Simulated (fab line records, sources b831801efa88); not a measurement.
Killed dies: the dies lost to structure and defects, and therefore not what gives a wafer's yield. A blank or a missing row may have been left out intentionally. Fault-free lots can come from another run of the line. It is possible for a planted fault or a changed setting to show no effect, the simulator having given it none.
What tool caused it? ; flow gf180mcu ; 21 wafers from 7 lots sampled at 2 of the route's 602 steps

WHAT THE GAUGES READ, wafer by wafer
GF_M5_CD_MEAS_07: target cd 280 nm.
lot;measured;on;cd-nm (nm)
L575;day 26 15:49;cd-sem-01;279.5 278.6 278.3
L578;day 27 16:21;cd-sem-02;279.5 280.5 280.3
L580;day 28 08:25;cd-sem-02;280.4 280.4 280.3
L586;day 30 06:05;cd-sem-02;280.0 280.9 280.3
L590;day 31 03:52;cd-sem-01;279.0 278.5 278.5
L593;day 31 22:05;cd-sem-02;279.3 278.9 278.3
L597;day 32 22:01;cd-sem-01;279.8 280.0 279.8

EACH LOT AND THE TOOL THAT RAN IT (in order: tool; ch and the chambers of the sampled wafers; start)
lot;GF_VT_IMPLANT_CLEAN_44
L575;wet-bench-02 ch 2, day 7 18:21
L578;wet-bench-01 ch 3, day 8 15:48
L580;wet-bench-02 ch 0, day 9 08:48
L586;wet-bench-04 ch 2, day 10 20:38
L590;wet-bench-02 ch 3, day 12 01:24
L593;wet-bench-01 ch 0, day 12 20:47
L597;wet-bench-04 ch 1, day 13 22:53
- GF_VT_IMPLANT_CLEAN_44: cleans in SC1/SC2, time 150 s.

THE ANSWER, worked out from the rows above alone
Rule: the usual values come from the lots themselves. The widest of any qualifying gaps counts: lots, ordered by their means at a reading, are off when they make up no more than a third of the lots, leave a main group of 4 or more, and stand apart from it by 3 or more times the standard deviation of that group's means. The tables above print the reading to a certain number of digits; a main group whose means all agree to those digits is not used. Also off: a lot with no number at a reading for which 4 or more lots have one. Any other lot the step has rows for is counted as sound.
Across all readings shown, no lot is off: no conclusion can be drawn from this.

WHAT HAD BEEN PUT IN BY THE SIMULATOR
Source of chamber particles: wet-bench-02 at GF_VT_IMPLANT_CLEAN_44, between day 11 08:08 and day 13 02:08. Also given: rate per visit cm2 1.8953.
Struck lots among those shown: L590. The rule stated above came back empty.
